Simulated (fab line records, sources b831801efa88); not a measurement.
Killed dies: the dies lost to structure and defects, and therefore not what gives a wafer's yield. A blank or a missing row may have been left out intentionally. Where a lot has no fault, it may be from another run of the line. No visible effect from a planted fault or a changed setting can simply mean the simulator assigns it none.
Struck lot and sound lot, side by side / flow gf180mcu / 17 out of 602 route steps
Sound: these wafers, L217.3, L217.5, L217.6. The struck wafers were L226.2, L226.4, L226.6. Last of all comes the cause.
Per side, at each step with rows, come the tool, then ch with its chambers, and then its first start. Under that, the readings that differ: sound wafers / struck wafers / difference of the means / sigmas: that difference in standard deviations of wafers without a fault.
alike: a reading whose means differ by less than 2 such deviations, as well as words and numbers matching on both sides. not compared: withheld readings; readings where some wafer has no value; bounds like >300 that might hide an equal value; numbers whose values overlap and for which the record gives no deviation.
A row with sigmas, a row that says differs or no value, or rows on one side alone: a step with any of these is where the two part. Non-overlapping numbers with no deviation appear without sigmas and do not part them. Lack of a reading on every wafer of one side parts them only where that side has two or more wafers.

first, 2 steps without rows for these wafers: GF_V5_STRIP_19 (strips in post etch residue remover, time 1200 s); GF_V5_CLEAN_20 (cleans in DIW).
GF_V5_SPUTTER_21: material Ti, target thk 15 nm, time 80.02 s.
  sound on pvd_sputter-04 at day 28 20:17; struck on pvd_sputter-03 at day 31 10:01
  alike: cathode_dc_power_W, chamber_pressure_pa, throttle_valve_pct
GF_V5_SPUTTER_22: material TiN, target thk 10 nm, time 40 s.
  sound on pvd_sputter-04 at day 28 20:21; struck on pvd_sputter-03 at day 31 10:04
  alike: cathode_dc_power_W, chamber_pressure_pa, throttle_valve_pct
GF_V5_CVD_23: deposits W, target thk 350 nm, time 104.9 s.
  sound on cvd_w-02 ch 0,1, day 28 20:26; struck on cvd_w-02 ch 0,1, day 31 10:07
  alike: heater_power_w
  not compared: since_wet_clean_h
GF_V5_RS_MEAS_24: measurement is done with a four-point probe.
  sound on film_metro-03 at day 28 20:32; struck on film_metro-03 at day 31 10:14
  alike: V5_W_RS
GF_V5_THK_MEAS_25: measures by xrf.
  sound on film_metro-03 at day 28 20:38; struck on film_metro-03 at day 31 10:21
  alike: V5_W_THK
then, 1 step without rows for these wafers: GF_V5_CMP_26 (polishes, stops on SiO2, t overpolish 15 s, target thk 0 nm).
GF_TOP_METAL_SPUTTER_00: material Ti, target thk 37.5 nm, time 150 s.
  sound on pvd_sputter-01 at day 28 20:59; struck on pvd_sputter-04 at day 31 10:42
  alike: cathode_dc_power_W, chamber_pressure_pa, throttle_valve_pct
GF_TOP_METAL_SPUTTER_01: material TiN, target thk 30 nm, time 25 s.
  sound on pvd_sputter-01 at day 28 21:05; struck on pvd_sputter-04 at day 31 10:48
  alike: cathode_dc_power_W, chamber_pressure_pa, throttle_valve_pct
then, 2 steps without rows for these wafers: GF_TOP_METAL_SPUTTER_02 (material AlCu, target thk 900 nm, time 47.82 s); GF_TOP_METAL_SPUTTER_03 (material Ti, target thk 5 nm, time 3.3 s).
GF_TOP_METAL_SPUTTER_04: material TiN, target thk 25 nm, time 20.8 s.
  sound on pvd_sputter-01 at day 28 21:10; struck on pvd_sputter-04 at day 31 10:54
  no value came back on the struck wafers for cathode_dc_power_W (W), chamber_pressure_pa (Pa), throttle_valve_pct (%); on the sound wafers cathode_dc_power_W (W) reads 6500.8 6497.8 6500.1
GF_TOP_METAL_RS_MEAS_05: measurement is done with a four-point probe.
  sound on film_metro-01 at day 28 21:14; struck on film_metro-03 at day 31 10:57
  alike: TOP_METAL_ALCU_RS
GF_TOP_METAL_THK_MEAS_06: measures by xrf.
  sound on film_metro-01 at day 28 21:20; struck on film_metro-03 at day 31 11:04
reading=TOP_METAL_ALCU_THK (nm); sound=907 912 903; struck=978 987 976; difference=+73; sigmas=+8
then, 1 step without rows for these wafers: GF_TOP_METAL_DEHYDRATE_07 (time 60 s).
GF_PASSIVATION_PROBE_99:
  only the struck wafers here have rows in the record (prober-02, day 32 23:47); the sound ones have none

== WHERE THEY PART ==
Earliest at GF_TOP_METAL_SPUTTER_04; latest, in this record, at GF_PASSIVATION_PROBE_99.

WHY: what the simulator had put in
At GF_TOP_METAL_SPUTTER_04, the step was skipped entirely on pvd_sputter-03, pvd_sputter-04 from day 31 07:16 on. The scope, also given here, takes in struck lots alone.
